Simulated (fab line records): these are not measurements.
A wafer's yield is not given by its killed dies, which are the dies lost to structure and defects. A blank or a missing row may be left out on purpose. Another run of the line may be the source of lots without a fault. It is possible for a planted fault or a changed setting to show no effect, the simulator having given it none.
Which tool did it? | flow gf180mcu | Sampling: 14 lots, 42 wafers, 4 of 602 route steps

== WHAT THE GAUGES READ, wafer by wafer ==
GF_STI_CD_MEAS_12 targets a cd of 220 nm. Usual: cdNm at 219.7 nm, with a standard deviation of 1.4.
lot  | measured    | on       | cdNm (nm)         | flag
L880 | day 2 02:59 | cdSem-01 | 220.2 219.5 220.1 | 
L881 | day 2 06:37 | cdSem-02 | 217.5 217.5 217.4 | 
L882 | day 2 11:47 | cdSem-02 | 218.9 219.4 219.7 | 
L885 | day 3 08:00 | cdSem-01 | 218.7 218.7 218.9 | 
L887 | day 3 14:49 | cdSem-01 | 219.0 218.7 218.3 | 
L888 | day 3 18:07 | cdSem-01 | 218.5 219.9 219.2 | 
L891 | day 4 09:46 | cdSem-02 | 215.5 216.5 217.3 | 
L893 | day 4 22:22 | cdSem-02 | 222.2 220.9 221.1 | 
L894 | day 5 00:52 | cdSem-02 | 221.2 219.6 220.5 | 
L897 | day 5 16:57 | cdSem-02 | 220.6 220.3 219.8 | 
L899 | day 6 02:59 | cdSem-01 | 220.7 220.7 220.4 | 
L901 | day 6 13:16 | cdSem-02 | 220.4 220.8 220.3 | 
L902 | day 6 18:19 | cdSem-02 | 218.1 220.0 219.4 | 
L903 | day 7 00:20 | cdSem-01 | 218.0 219.2 219.7 | 

GF_HV_LDD_THK_MEAS_55. Usual: HV_LDD_CVD_54_THK typically reads 10.03 nm, with standard deviation 0.12.
lot  | measured     | on           | HV_LDD_CVD_54_THK (nm) | flag
L880 | day 12 11:32 | filmMetro-02 | 10.00 10.16 9.99       | 
L881 | day 12 15:04 | filmMetro-04 | 9.88 9.78 9.74         | 
L882 | day 13 03:08 | filmMetro-04 | 10.01 10.17 10.10      | 
L885 | day 14 04:36 | filmMetro-03 | 10.07 9.90 10.06       | 
L887 | day 14 20:11 | filmMetro-03 | 10.23 10.22 10.06      | 
L888 | day 15 05:59 | filmMetro-03 | 10.16 10.09 10.14      | 
L891 | day 15 23:53 | filmMetro-03 | 10.04 10.06 10.01      | 
L893 | day 16 22:26 | filmMetro-03 | 10.29 10.23 10.24      | 
L894 | day 17 02:47 | filmMetro-02 | 9.92 10.00 9.92        | 
L897 | day 17 21:40 | filmMetro-04 | 9.95 9.93 10.00        | 
L899 | day 18 11:56 | filmMetro-02 | 10.07 10.11 10.10      | 
L901 | day 19 04:41 | filmMetro-02 | 9.80 9.80 9.84         | 
L902 | day 19 16:14 | filmMetro-02 | 9.97 9.88 9.99         | 
L903 | day 20 08:00 | filmMetro-04 | 10.08 10.02 10.05      | 

== TOOL THAT RAN EACH LOT (tool first, then ch and the chambers of the sampled wafers, then the start) ==
lot  | GF_MVPSD_IMPLANT_08             | GF_VT_IMPLANT_STRIP_31
L880 | implanter-02 ch 0, day 4 23:37  | plasmaAsher-02 ch 0,1, day 6 19:51
L881 | implanter-02 ch 0, day 5 09:24  | plasmaAsher-04 ch 0,1, day 7 05:47
L882 | implanter-03 ch 0, day 5 16:46  | plasmaAsher-04 ch 0, day 7 14:48
L885 | implanter-04 ch 0, day 6 10:45  | plasmaAsher-04 ch 0,1, day 8 08:56
L887 | implanter-03 ch 0, day 6 20:32  | plasmaAsher-02 ch 0,1, day 8 19:20
L888 | implanter-02 ch 0, day 7 00:32  | plasmaAsher-02 ch 0,1, day 9 00:02
L891 | implanter-03 ch 0, day 7 16:33  | plasmaAsher-04 ch 0,1, day 9 17:41
L893 | implanter-02 ch 0, day 8 06:27  | plasmaAsher-03 ch 0,1, day 10 08:53
L894 | implanter-02 ch 0, day 8 09:36  | plasmaAsher-02 ch 0, day 10 12:08
L897 | implanter-02 ch 0, day 9 04:32  | plasmaAsher-02 ch 0,1, day 11 09:47
L899 | implanter-04 ch 0, day 9 16:31  | plasmaAsher-02 ch 0,1, day 11 21:57
L901 | implanter-02 ch 0, day 10 02:45 | plasmaAsher-02 ch 0,1, day 12 09:08
L902 | implanter-02 ch 0, day 10 08:59 | plasmaAsher-03 ch 0,1, day 12 16:02
L903 | implanter-03 ch 0, day 10 22:13 | plasmaAsher-03 ch 0,1, day 13 07:17
- GF_MVPSD_IMPLANT_08
- GF_VT_IMPLANT_STRIP_31: strips in O2/N2.

== AS READ BY THE TOOLS THEMSELVES (means over the sampled wafers that have a number; for cases with no such wafer, the mark the record gives instead) ==
GF_MVPSD_IMPLANT_08. Usual: beamEnergyKeV 169.99, standard deviation 0.044; doseIonsCm2 1.5118e+13, standard deviation 1.4e+10; tiltDeg -0.004 degrees, standard deviation 0.02.
lot  | tool         | beamEnergyKeV | doseIonsCm2 | tiltDeg (degrees) | flag
L880 | implanter-02 | 169.97        | 1.5101e+13  | -0.001            | 
L881 | implanter-02 | 169.96        | 1.5130e+13  | -0.016            | 
L882 | implanter-03 | 170.04        | 1.5127e+13  | 0.018             | 
L885 | implanter-04 | 169.97        | 1.5117e+13  | -0.006            | 
L887 | implanter-03 | 173.21        | 1.5138e+13  | -0.017            | OFF
L888 | implanter-02 | 169.99        | 1.5118e+13  | 0.012             | 
L891 | implanter-03 | 173.24        | 1.5106e+13  | 0.005             | OFF
L893 | implanter-02 | 169.99        | 1.5129e+13  | -0.011            | 
L894 | implanter-02 | 170.00        | 1.5102e+13  | 0.021             | 
L897 | implanter-02 | 170.02        | 1.5121e+13  | 0.001             | 
L899 | implanter-04 | 169.97        | 1.5119e+13  | -0.008            | 
L901 | implanter-02 | 170.03        | 1.5129e+13  | 0.020             | 
L902 | implanter-02 | 169.95        | 1.5125e+13  | 0.008             | 
L903 | implanter-03 | 169.97        | 1.5123e+13  | -0.038            | 

GF_VT_IMPLANT_STRIP_31. Usual: drypumpMotorCurrentA 5.9 A, standard deviation 0.33; heaterPowerW 334 W, standard deviation 25; oesProductAu 0.715 a.u., standard deviation 0.0046; stripTimeToEndpointS 12.65 s, standard deviation 0.033.
lot  | tool           | drypumpMotorCurrentA (A) | heaterPowerW (W) | oesProductAu (a.u.) | stripTimeToEndpointS (s) | flag
L880 | plasmaAsher-02 | 5.7                      | 327              | 0.715               | 12.61                    | 
L881 | plasmaAsher-04 | 6.0                      | 359              | 0.715               | 12.67                    | 
L882 | plasmaAsher-04 | 5.5                      | 313              | 0.720               | 12.63                    | 
L885 | plasmaAsher-04 | 6.0                      | 359              | 0.712               | 12.65                    | 
L887 | plasmaAsher-02 | 5.7                      | 326              | 0.715               | 12.63                    | 
L888 | plasmaAsher-02 | 5.9                      | 326              | 0.718               | 12.66                    | 
L891 | plasmaAsher-04 | 6.0                      | 365              | 0.710               | 12.69                    | 
L893 | plasmaAsher-03 | 6.0                      | 328              | 0.711               | 12.68                    | 
L894 | plasmaAsher-02 | 5.6                      | 341              | 0.713               | 12.63                    | 
L897 | plasmaAsher-02 | 5.8                      | 328              | 0.711               | 12.62                    | 
L899 | plasmaAsher-02 | 5.7                      | 328              | 0.711               | 12.62                    | 
L901 | plasmaAsher-02 | 5.7                      | 327              | 0.716               | 12.65                    | 
L902 | plasmaAsher-03 | 6.2                      | 332              | 0.713               | 12.68                    | 
L903 | plasmaAsher-03 | 6.0                      | 333              | 0.715               | 12.67                    | 

== THE ANSWER, worked out from the rows above alone ==
Rule: take the mean of a lot's wafers that have a number; if it is more than 3 standard deviations from the usual mean, the lot is off. Also off: a lot with no number at a reading for which 4 or more lots have one. Any other lot the step has rows for is counted as sound. First the gauges in route order, then the tools' own readings, where a lot's mean is used as printed above. The first step at which some lot is off is used, and at that step the reading that is off furthest; a lot without a number counts as furthest.
Off at GF_MVPSD_IMPLANT_08 (beamEnergyKeV): L887, L891.
If a tool, at that step or one of the process steps before it, ran each lot that is off and ran no sound lot following the first of them, it fits. No candidate that was tried fits.

== WHAT WAS PUT IN BY THE SIMULATOR ==
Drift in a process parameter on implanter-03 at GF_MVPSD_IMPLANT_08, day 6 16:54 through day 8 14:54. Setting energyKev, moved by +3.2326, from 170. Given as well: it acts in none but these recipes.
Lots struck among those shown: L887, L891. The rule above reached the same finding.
